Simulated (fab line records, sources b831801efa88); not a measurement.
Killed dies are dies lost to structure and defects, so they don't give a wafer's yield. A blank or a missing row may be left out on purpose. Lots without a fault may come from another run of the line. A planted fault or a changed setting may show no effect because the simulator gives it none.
fab line records | flow gf180mcu
record lots=24 wafers=72 last_day=34
route steps=602 shown SAB@275 CONTACT@301 M1@318 M2@366 V2@408
lots that met no fault: from a run of the same line without faults
start_h: hours from the record's first day to the start of the lot's first wafer shown | wait_h: hours since the lot's step before | " the same as in the row above | L1.1+2: a row that stands for several wafers | - no value, or no start given | * or withheld: withheld | < > ~ a bound
route shown NAME@n: a module of which the file shows steps, and the number in the route of the first | usual: mean/standard deviation of fault-free wafers | same: alike in all rows | chamber/n: place in a boat | sites: the reading at each site | _std_site: their standard deviation | _edge_site: outer sites' mean less inner sites' | radius_mm: how far each site lies from the wafer's centre | mask NAME#n: copy n | behind: the tool/chamber that last shaped the wafer | hold: why the lot was held/for how many hours/how that ended | device: the transistor (n, p or np) that didn't switch | end of line: the same wafers' tests at the end of the route | a step without rows: its recipe alone | killed: dies lost to structure and defects at the first sort, not the wafer's yield | map: a wafer's dies, x killed, . not, _ none there
set.NAME: the setting as run; set.NAME@STEP: as run at that earlier step | model.NAME: the simulator's own value behind a step, which no gauge read
steps of the route over a sample of lots; a table a step, a row a wafer
services: from which hour (start_h, from the record's first day; less than 0 if before it) a tool's chamber was out of use, for how many hours, and why
## steps
# step GF_SAB_ETCH_11
# recipe chemistry=C4F8/O2/Ar mask_material=NOVOLAK target=SiO2 target_depth_nm=55 source_w=1500 bias_w=1200 pressure_mtorr=40 c4f8_flow_sccm=withheld O2_flow_sccm=6 Ar_flow_sccm=300 time_s=8.5
# usual oes_product_au=0.997/0.013
# columns lot.wafer tool chamber start_h wait_h oes_product_au rf_hours_counter_h
L074.2 rie_diel-04 3 338.82 0.0 1.017 90
L074.3 " 2 " " 0.979 36
L074.5 " 2 " " 0.983 -
L075.2 rie_diel-02 0 343.57 0.0 0.998 107
L075.3 " 3 " " 0.985 7
L075.6 " 0 " " 1.001 -
L076.1 rie_diel-04 0 357.17 0.0 0.987 2
L076.4 " 2 " " 0.988 37
L076.6 " 3 " " 1.026 -
L077.1 rie_diel-03 0 363.27 0.0 1.013 10
L077.2 " 2 " " 1.006 3
L077.6 " 2 " " 1.003 -
L078.2 rie_diel-02 0 368.92 0.0 0.998 108
L078.3 " 2 " " 0.983 0
L078.6 " 0 " " 0.992 -
L079.4 rie_diel-02 0 382.92 0.0 0.993 108
L079.5 " 0 " " 0.992 -
L079.6 " 1 " " 1.010 -
L080.4 rie_diel-04 1 386.13 0.0 0.981 -
L080.5 " 0 " " 0.975 -
L080.6 " 3 " " 1.016 -
L081.2 rie_diel-03 0 398.02 0.0 0.998 11
L081.4 " 2 " " 0.996 3
L081.6 " 1 " " 0.987 -
L082.1 rie_diel-02 2 407.58 0.0 0.994 1
L082.2 " 3 " " 0.993 9
L082.6 " 3 " " 0.987 -
L083.1 rie_diel-04 2 421.27 0.0 0.990 38
L083.4 " 0 " " 0.973 -
L083.5 " 3 " " 1.013 -
L084.4 rie_diel-02 1 428.87 0.0 1.014 33
L084.5 " 3 " " 1.001 -
L084.6 " 2 " " 1.012 -
L085.1 rie_diel-02 1 437.74 0.0 1.004 33
L085.4 " 1 " " 1.006 -
L085.5 " 3 " " 1.008 -
L086.1 rie_diel-03 3 446.37 0.0 1.004 15
L086.5 " 0 " " 1.005 -
L086.6 " 3 " " 0.997 -
L087.1 rie_diel-02 1 453.47 0.0 1.007 34
L087.3 " 0 " " 0.985 0
L087.5 " 0 " " 0.990 -
L088.2 rie_diel-02 1 461.42 0.0 1.003 34
L088.4 " 0 " " 0.982 0
L088.5 " 0 " " 0.979 -
L089.4 rie_diel-04 0 466.72 0.0 0.975 5
L089.5 " 0 " " 0.987 -
L089.6 " 3 " " 1.007 -
L090.3 rie_diel-04 2 480.02 0.0 1.003 39
L090.5 " 1 " " 0.982 -
L090.6 " 0 " " 0.981 -
L091.1 rie_diel-03 0 491.64 0.0 1.028 14
L091.4 " 3 " " 1.001 -
L091.5 " 0 " " 1.006 -
L092.4 rie_diel-03 3 496.63 0.0 1.009 -
L092.5 " 0 " " 1.004 -
L092.6 " 1 " " 0.996 -
L093.1 rie_diel-04 2 501.27 0.0 0.994 39
L093.3 " 3 " " 1.007 94
L093.4 " 0 " " 0.971 6
L094.3 rie_diel-04 2 513.70 0.0 1.004 40
L094.4 " 2 " " 0.995 -
L094.5 " 0 " " 0.982 -
L095.1 rie_diel-04 1 517.38 0.0 0.968 10
L095.5 " 0 " " 0.987 -
L095.6 " 2 " " 0.998 -
L096.4 rie_diel-02 2 524.27 0.0 0.998 5
L096.5 " 1 " " 1.004 -
L096.6 " 2 " " 1.005 -
L097.2 rie_diel-03 3 537.07 0.0 1.004 18
L097.4 " 2 " " 1.003 6
L097.5 " 0 " " 1.012 -
# step GF_CONTACT_CD_MEAS_14
# recipe target_cd_nm=220
# usual cd_nm=219.7/1.4
# columns lot.wafer tool chamber start_h wait_h cd_nm
L074.2 cd_sem-01 - 362.40 0.1 219.8
L074.3 " - " " 220.2
L074.5 " - " " 219.0
L075.2 cd_sem-02 - 366.95 0.1 220.9
L075.3 " - " " 219.3
L075.6 " - " " 219.9
L076.1 cd_sem-01 - 380.79 0.1 218.7
L076.4 " - " " 219.1
L076.6 " - " " 220.0
L077.1 cd_sem-01 - 386.63 0.1 220.0
L077.2 " - " " 220.4
L077.6 " - " " 221.5
L078.2 cd_sem-02 - 392.79 0.1 219.9
L078.3 " - " " 219.1
L078.6 " - " " 220.0
L079.4 cd_sem-01 - 407.94 0.1 223.0
L079.5 " - " " 223.3
L079.6 " - " " 222.9
L080.4 cd_sem-02 - 411.14 0.1 218.7
L080.5 " - " " 219.6
L080.6 " - " " 218.2
L081.2 cd_sem-02 - 422.85 0.1 221.5
L081.4 " - " " 221.0
L081.6 " - " " 221.2
L082.1 cd_sem-02 - 432.23 0.1 219.9
L082.2 " - " " 218.7
L082.6 " - " " 218.7
L083.1 cd_sem-02 - 447.17 0.1 219.7
L083.4 " - " " 220.4
L083.5 " - " " 220.5
L084.4 cd_sem-02 - 454.79 0.1 219.4
L084.5 " - " " 218.3
L084.6 " - " " 219.1
L085.1 cd_sem-02 - 463.68 0.1 220.7
L085.4 " - " " 220.4
L085.5 " - " " 218.9
L086.1 cd_sem-02 - 472.09 0.2 216.1
L086.5 " - " " 216.2
L086.6 " - " " 214.7
L087.1 cd_sem-02 - 479.53 0.1 219.1
L087.3 " - " " 219.8
L087.5 " - " " 219.5
L088.2 cd_sem-02 - 491.14 4.7 218.0
L088.4 " - " " 218.0
L088.5 " - " " 217.5
L089.4 cd_sem-02 - 492.74 0.9 219.0
L089.5 " - " " 219.9
L089.6 " - " " 219.1
L090.3 cd_sem-02 - 504.37 0.1 219.3
L090.5 " - " " 221.0
L090.6 " - " " 220.5
L091.1 cd_sem-02 - 516.28 0.1 220.8
L091.4 " - " " 221.8
L091.5 " - " " 222.3
L092.4 cd_sem-02 - 521.74 0.1 219.6
L092.5 " - " " 219.3
L092.6 " - " " 218.9
L093.1 cd_sem-02 - 525.58 0.1 221.9
L093.3 " - " " 222.2
L093.4 " - " " 220.1
L094.3 cd_sem-01 - 538.35 0.1 220.2
L094.4 " - " " 219.9
L094.5 " - " " 219.9
L095.1 cd_sem-01 - 542.38 0.1 219.4
L095.5 " - " " 221.0
L095.6 " - " " 219.2
L096.4 cd_sem-02 - 548.79 0.1 217.8
L096.5 " - " " 218.1
L096.6 " - " " 219.1
L097.2 cd_sem-01 - 560.99 0.1 219.5
L097.4 " - " " 219.9
L097.5 " - " " 219.4
# step GF_CONTACT_STRIP_18
# recipe chemistry=O2/N2 power_w=1400 pressure_mtorr=1500 platen_temp_c=250 o2_flow_sccm=3000 n2_flow_sccm=300 overash_fraction=0.5
# usual drypump_motor_current_A=5.52/0.27 heater_power_w=345/37 oes_product_au=0.581/0.0044
# columns lot.wafer tool chamber start_h wait_h drypump_motor_current_A heater_power_w oes_product_au rf_hours_counter_h
L074.2 plasma_asher-02 1 362.70 - 5.54 407 0.577 67
L074.3 " 1 " " 5.52 400 0.583 -
L074.5 " 0 " " 5.64 330 0.584 -
L075.2 plasma_asher-04 0 367.25 - 6.03 365 0.576 77
L075.3 " 0 " " 6.04 371 0.583 -
L075.6 " 0 " " 6.05 368 0.580 -
L076.1 plasma_asher-04 0 381.11 - 6.04 372 0.584 79
L076.4 " 1 " " 5.31 293 0.580 -
L076.6 " 0 " " 6.05 367 0.581 -
L077.1 plasma_asher-01 1 386.95 - 5.25 376 0.586 25
L077.2 " 0 " " 5.52 328 0.583 25
L077.6 " 0 " " 5.52 317 0.586 -
L078.2 plasma_asher-01 1 393.09 - 5.21 377 0.579 26
L078.3 " 0 " " 5.50 314 0.574 -
L078.6 " 1 " " 5.22 374 0.583 -
L079.4 plasma_asher-01 1 408.23 - 5.22 380 0.587 -
L079.5 " 1 " " 5.22 386 0.572 -
L079.6 " 0 " " 5.51 326 0.572 -
L080.4 plasma_asher-01 0 411.43 - 5.49 320 0.579 -
L080.5 " 0 " " 5.55 322 0.583 -
L080.6 " 1 " " 5.24 367 0.584 -
L081.2 plasma_asher-01 1 423.15 - 5.25 381 0.582 29
L081.4 " 0 " " 5.54 321 0.586 -
L081.6 " 0 " " 5.54 325 0.576 -
L082.1 plasma_asher-04 1 432.55 - 5.32 294 0.586 85
L082.2 " 0 " " 6.03 360 0.580 85
L082.6 " 0 " " 6.04 366 0.574 -
L083.1 plasma_asher-01 0 447.48 - 5.51 318 0.584 32
L083.4 " 1 " " 5.21 369 0.583 -
L083.5 " 0 " " 5.48 314 0.586 -
L084.4 plasma_asher-02 1 455.08 - 5.53 405 0.576 -
L084.5 " 0 " " 5.62 318 0.583 -
L084.6 " 1 " " 5.54 413 0.584 -
L085.1 plasma_asher-01 0 464.00 - 5.57 320 0.580 34
L085.4 " 1 " " 5.27 369 0.576 -
L085.5 " 1 " " 5.23 384 0.574 -
L086.1 plasma_asher-04 1 472.40 - 5.31 294 0.580 89
L086.5 " 0 " " 6.07 360 0.587 -
L086.6 " 1 " " 5.31 299 0.577 -
L087.1 plasma_asher-04 0 479.85 - 6.05 359 0.577 89
L087.3 " 0 " " 6.03 360 0.579 -
L087.5 " 1 " " 5.32 285 0.588 -
L088.2 plasma_asher-02 1 491.44 - 5.53 418 0.589 6
L088.4 " 1 " " 5.53 400 0.584 -
L088.5 " 0 " " 5.65 313 0.583 -
L089.4 plasma_asher-01 1 493.03 - 5.19 378 0.575 -
L089.5 " 0 " " 5.52 333 0.579 -
L089.6 " 1 " " 5.23 376 0.580 -
L090.3 plasma_asher-04 0 504.68 - 6.02 363 0.577 -
L090.5 " 0 " " 6.06 368 0.591 -
L090.6 " 1 " " 5.30 302 0.579 -
L091.1 plasma_asher-02 1 516.60 - 5.55 406 0.583 9
L091.4 " 1 " " 5.57 392 0.583 -
L091.5 " 0 " " 5.63 313 0.583 -
L092.4 plasma_asher-01 0 522.03 - 5.52 326 0.573 -
L092.5 " 0 " " 5.52 322 0.579 -
L092.6 " 1 " " 5.20 361 0.581 -
L093.1 plasma_asher-01 1 525.89 - 5.19 371 0.573 41
L093.3 " 0 " " 5.49 320 0.578 -
L093.4 " 1 " " 5.20 372 0.571 -
L094.3 plasma_asher-01 0 538.67 - 5.56 318 0.582 -
L094.4 " 1 " " 5.20 383 0.585 -
L094.5 " 1 " " 5.24 373 0.581 -
L095.1 plasma_asher-04 1 542.70 - 5.29 297 0.580 97
L095.5 " 1 " " 5.30 295 0.580 -
L095.6 " 0 " " 6.05 364 0.579 -
L096.4 plasma_asher-02 0 549.08 - 5.65 315 0.585 -
L096.5 " 1 " " 5.56 399 0.583 -
L096.6 " 0 " " 5.62 317 0.580 -
L097.2 plasma_asher-04 1 561.29 - 5.31 288 0.577 99
L097.4 " 0 " " 6.05 360 0.578 -
L097.5 " 0 " " 6.03 366 0.584 -
# step GF_M1_SPUTTER_03
# recipe material=Ti target_thk_nm=10 substrate_temp_c=300 chamber_pressure_pa=0.3 power_w=3000 time_s=6.7
# usual substrate_temp_c=299.99/0.18 throttle_valve_pct=30.2/1
# columns lot.wafer tool chamber start_h wait_h substrate_temp_c throttle_valve_pct
L074.2 pvd_sputter-04 - 363.84 0.0 299.79 29.6
L074.3 " - " " 300.09 29.9
L074.5 " - " " 299.92 31.0
L075.2 pvd_sputter-02 - 368.39 0.0 300.20 31.3
L075.3 " - " " 300.03 31.7
L075.6 " - " " 300.31 31.3
L076.1 pvd_sputter-04 - 382.26 0.0 299.84 29.7
L076.4 " - " " 300.26 29.9
L076.6 " - " " 299.86 29.7
L077.1 pvd_sputter-02 - 388.10 0.0 300.27 29.0
L077.2 " - " " 300.11 31.6
L077.6 " - " " 299.82 32.2
L078.2 pvd_sputter-04 - 394.23 0.0 300.29 29.7
L078.3 " - " " 300.07 29.5
L078.6 " - " " 300.27 31.0
L079.4 pvd_sputter-02 - 409.34 0.0 300.02 29.1
L079.5 " - " " 300.19 28.9
L079.6 " - " " 300.23 31.8
L080.4 pvd_sputter-01 - 412.59 0.0 299.78 31.4
L080.5 " - " " 299.75 30.4
L080.6 " - " " 299.94 30.4
L081.2 pvd_sputter-04 - 424.29 0.0 299.99 29.6
L081.4 " - " " 299.81 29.6
L081.6 " - " " 300.09 31.0
L082.1 pvd_sputter-02 - 433.70 0.0 299.82 29.1
L082.2 " - " " 300.31 29.0
L082.6 " - " " 299.87 31.2
L083.1 pvd_sputter-02 - 448.64 0.0 300.12 31.9
L083.4 " - " " 299.91 29.2
L083.5 " - " " 299.90 28.9
L084.4 pvd_sputter-02 - 456.29 0.0 300.20 29.3
L084.5 " - " " 300.29 31.8
L084.6 " - " " 299.80 31.7
L085.1 pvd_sputter-04 - 465.14 0.0 300.08 29.4
L085.4 " - " " 299.46 29.5
L085.5 " - " " 300.21 29.7
L086.1 pvd_sputter-01 - 473.56 0.0 300.14 31.6
L086.5 " - " " 299.89 31.3
L086.6 " - " " 299.84 28.6
L087.1 pvd_sputter-02 - 480.99 0.0 300.02 29.2
L087.3 " - " " 300.13 29.1
L087.5 " - " " 300.12 31.7
L088.2 pvd_sputter-02 - 492.59 0.0 300.05 29.1
L088.4 " - " " 300.00 29.1
L088.5 " - " " 300.16 29.2
L089.4 pvd_sputter-01 - 494.20 0.0 300.11 28.2
L089.5 " - " " 299.75 30.1
L089.6 " - " " 300.00 30.4
L090.3 pvd_sputter-04 - 505.88 0.0 299.92 29.5
L090.5 " - " " 299.74 29.8
L090.6 " - " " 299.98 31.0
L091.1 pvd_sputter-04 - 518.14 0.0 300.07 29.4
L091.4 " - " " 299.64 29.6
L091.5 " - " " 299.93 29.8
L092.4 pvd_sputter-02 - 523.24 0.0 299.82 31.7
L092.5 " - " " 299.81 31.6
L092.6 " - " " 299.95 29.4
L093.1 pvd_sputter-04 - 527.14 0.0 300.29 29.7
L093.3 " - " " 299.81 31.2
L093.4 " - " " 299.98 29.8
L094.3 pvd_sputter-02 - 539.77 0.0 299.99 29.3
L094.4 " - " " 300.00 31.3
L094.5 " - " " 300.02 29.0
L095.1 pvd_sputter-04 - 543.86 0.0 299.81 29.8
L095.5 " - " " 300.12 29.8
L095.6 " - " " 300.15 29.5
L096.4 pvd_sputter-01 - 550.19 0.0 300.04 30.4
L096.5 " - " " 299.97 30.5
L096.6 " - " " 300.02 30.4
L097.2 pvd_sputter-02 - 562.47 0.0 300.05 31.8
L097.4 " - " " 300.17 29.1
L097.5 " - " " 299.48 29.0
# step GF_M2_SPUTTER_04
# recipe material=TiN target_thk_nm=50 power_w=6500 time_s=41.7 chamber_pressure_pa=0.4
# usual throttle_valve_pct=30.4/1.1
# columns lot.wafer tool chamber start_h wait_h throttle_valve_pct
L074.2 pvd_sputter-04 - 412.46 0.0 29.8
L074.3 " - " " 29.5
L074.5 " - " " 29.8
L075.2 pvd_sputter-03 - 417.62 0.0 32.0
L075.3 " - " " 29.6
L075.6 " - " " 32.0
L076.1 pvd_sputter-04 - 432.62 0.0 31.0
L076.4 " - " " 29.7
L076.6 " - " " 31.2
L077.1 pvd_sputter-02 - 439.16 0.0 29.2
L077.2 " - " " 29.2
L077.6 " - " " 29.2
L078.2 pvd_sputter-03 - 445.35 0.0 29.7
L078.3 " - " " 32.0
L078.6 " - " " 31.1
L079.4 pvd_sputter-04 - 460.61 0.0 29.5
L079.5 " - " " 29.5
L079.6 " - " " 30.9
L080.4 pvd_sputter-03 - 464.09 0.0 29.7
L080.5 " - " " 32.5
L080.6 " - " " 32.0
L081.2 pvd_sputter-02 - 475.26 0.0 29.4
L081.4 " - " " 31.5
L081.6 " - " " 31.4
L082.1 pvd_sputter-02 - 485.84 0.0 31.7
L082.2 " - " " 31.5
L082.6 " - " " 31.3
L083.1 pvd_sputter-03 - 499.67 0.0 30.9
L083.4 " - " " 32.1
L083.5 " - " " 30.9
L084.4 pvd_sputter-03 - 505.21 0.0 32.1
L084.5 " - " " 29.7
L084.6 " - " " 30.9
L085.1 pvd_sputter-02 - 518.32 0.0 31.5
L085.4 " - " " 31.7
L085.5 " - " " 28.9
L086.1 pvd_sputter-04 - 524.32 0.0 29.9
L086.5 " - " " 29.7
L086.6 " - " " 31.0
L087.1 pvd_sputter-02 - 528.76 0.0 29.4
L087.3 " - " " 31.1
L087.5 " - " " 31.5
L088.2 pvd_sputter-03 - 541.39 0.0 31.9
L088.4 " - " " 30.9
L088.5 " - " " 31.3
L089.4 pvd_sputter-02 - 544.54 0.0 29.3
L089.5 " - " " 29.0
L089.6 " - " " 31.5
L090.3 pvd_sputter-02 - 553.53 0.0 31.6
L090.5 " - " " 31.4
L090.6 " - " " 29.1
L091.1 pvd_sputter-02 - 566.27 0.0 28.9
L091.4 " - " " 31.6
L091.5 " - " " 31.9
L092.4 pvd_sputter-02 - 571.04 0.0 29.1
L092.5 " - " " 31.7
L092.6 " - " " 29.1
L093.1 pvd_sputter-02 - 575.04 0.0 28.9
L093.3 " - " " 29.1
L093.4 " - " " 31.5
L094.3 pvd_sputter-04 - 587.20 0.0 31.1
L094.4 " - " " 29.8
L094.5 " - " " 29.8
L095.1 pvd_sputter-04 - 591.48 0.0 29.5
L095.5 " - " " 29.3
L095.6 " - " " 29.5
L096.4 pvd_sputter-02 - 597.33 0.0 29.0
L096.5 " - " " 29.1
L096.6 " - " " 31.3
L097.2 pvd_sputter-03 - 607.16 0.0 31.8
L097.4 " - " " 31.1
L097.5 " - " " 29.5
# step GF_V2_CMP_26
# recipe stop_on=SiO2 down_force_psi=3.5 platen_rpm=60 t_overpolish_s=15 target_thk_nm=0 pad_velocity_m_s=0.94248
# usual motor_current_A=11.2/0.8 overpolish_run_s=15.000/0.0093 time_to_endpoint_s=86/3.7
# columns lot.wafer tool chamber start_h wait_h motor_current_A overpolish_run_s time_to_endpoint_s
L074.3 cmp-02 2 463.14 0.0 9.8 15.013 91
L074.2 " 3 " " 11.3 14.984 91
L074.5 " 2 " " 10.0 15.017 89
L075.3 cmp-01 2 470.20 0.1 10.6 15.001 87
L075.2 " 3 " " 11.7 15.002 76
L075.6 " 1 " " 10.4 14.994 81
L076.1 cmp-02 0 484.40 0.1 12.0 14.997 85
L076.4 " 1 " " 11.4 14.991 85
L076.6 " 3 " " 10.4 15.000 87
L077.1 cmp-02 1 493.18 0.3 11.2 15.014 87
L077.2 " 3 " " 10.8 14.995 85
L077.6 " 2 " " 10.3 15.010 85
L078.3 cmp-02 2 496.64 0.0 10.0 14.985 88
L078.2 " 3 " " 11.1 14.987 88
L078.6 " 2 " " 10.0 14.998 88
L079.4 cmp-02 3 510.84 0.0 10.7 14.993 86
L079.6 " 3 " " 11.2 15.008 82
L079.5 " 0 " " 13.2 14.992 84
L080.4 cmp-01 3 517.43 0.4 12.4 14.998 82
L080.5 " 2 " " 10.8 15.009 87
L080.6 " 3 " " 11.7 14.999 83
L081.2 cmp-02 1 524.97 0.0 11.7 15.002 82
L081.4 " 0 " " 12.3 14.990 86
L081.6 " 1 " " 11.6 15.006 87
L082.1 cmp-01 2 535.03 0.1 11.3 14.999 84
L082.2 " 0 " " 11.6 14.988 80
L082.6 " 3 " " 11.7 14.996 78
L083.1 cmp-02 2 549.23 0.1 10.2 15.001 84
L083.4 " 0 " " 12.5 14.990 83
L083.5 " 1 " " 11.3 15.005 85
L084.4 cmp-01 1 553.58 0.1 10.8 15.007 83
L084.5 " 3 " " 11.4 14.996 83
L084.6 " 0 " " 11.0 15.000 84
L085.1 cmp-02 0 566.56 0.1 12.8 15.000 85
L085.4 " 2 " " 9.9 15.018 83
L085.5 " 3 " " 10.4 14.990 86
L086.1 cmp-02 1 572.15 0.1 11.8 14.995 82
L086.5 " 0 " " 12.6 14.994 85
L086.6 " 1 " " 11.9 15.000 82
L087.1 cmp-02 3 575.57 0.1 11.4 15.003 86
L087.3 " 0 " " 12.8 14.996 84
L087.5 " 2 " " 10.2 14.994 86
L088.2 cmp-01 2 588.03 0.0 11.0 14.996 95
L088.4 " 1 " " 10.1 15.012 92
L088.5 " 2 " " 11.0 15.011 100
L089.4 cmp-01 3 591.38 0.1 11.7 15.009 90
L089.5 " 2 " " 11.4 15.000 97
L089.6 " 3 " " 11.7 14.992 91
L090.3 cmp-01 0 598.80 0.0 10.4 14.996 89
L090.6 " 0 " " 11.1 14.998 89
L090.5 " 1 " " 10.1 14.996 88
L091.4 cmp-02 2 612.11 0.1 10.4 14.989 88
L091.1 " 3 " " 10.6 15.009 83
L091.5 " 0 " " 12.5 14.999 85
L092.4 cmp-01 3 616.12 0.1 11.5 14.990 89
L092.5 " 2 " " 11.3 14.995 89
L092.6 " 3 " " 11.0 15.006 82
L093.3 cmp-01 1 619.93 0.0 10.7 15.003 81
L093.1 " 2 " " 11.2 15.006 89
L093.4 " 0 " " 11.0 14.998 85
L094.3 cmp-02 1 630.09 0.0 11.9 15.005 82
L094.4 " 3 " " 10.7 14.996 82
L094.5 " 2 " " 9.9 15.003 86
L095.1 cmp-02 0 634.92 0.1 12.2 14.990 84
L095.5 " 0 " " 12.3 15.015 83
L095.6 " 1 " " 11.7 15.001 88
L096.4 cmp-02 2 640.69 0.2 10.0 15.005 86
L096.5 " 3 " " 10.9 14.989 83
L096.6 " 0 " " 12.3 14.997 85
L097.2 cmp-01 3 649.82 0.1 11.8 15.006 84
L097.4 " 0 " " 10.8 14.995 85
L097.5 " 2 " " 11.0 15.010 89
## services
# columns tool chamber start_h hours kind
pvd_sputter-04 - 320.38 3.9 repair
rie_diel-02 1 343.63 4.1 repair
rie_diel-04 2 363.70 23.0 repair
plasma_asher-01 - 378.44 1.5 repair
cmp-01 - 388.70 5.1 pm
rie_diel-04 1 400.08 24.6 repair
cmp-02 - 404.00 4.0 pm
cmp-01 - 425.99 1.7 repair
rie_diel-04 0 434.40 9.7 repair
cmp-02 - 441.19 3.7 pm
cmp-01 - 445.52 0.5 repair
cmp-01 - 466.60 1.4 repair
cmp-02 - 478.65 1.6 repair
rie_diel-02 - 514.42 2.8 pm
plasma_asher-01 - 541.41 13.4 repair
cmp-01 - 552.94 0.5 repair
pvd_sputter-02 - 554.69 2.7 repair
pvd_sputter-04 - 570.83 2.8 repair
cmp-01 - 572.00 4.0 pm
plasma_asher-01 - 579.54 2.8 pm
plasma_asher-01 - 591.09 4.3 pm
cmp-02 - 597.69 1.0 repair
pvd_sputter-02 - 614.18 1.8 repair
pvd_sputter-04 - 649.63 2.0 repair
## key
fault none
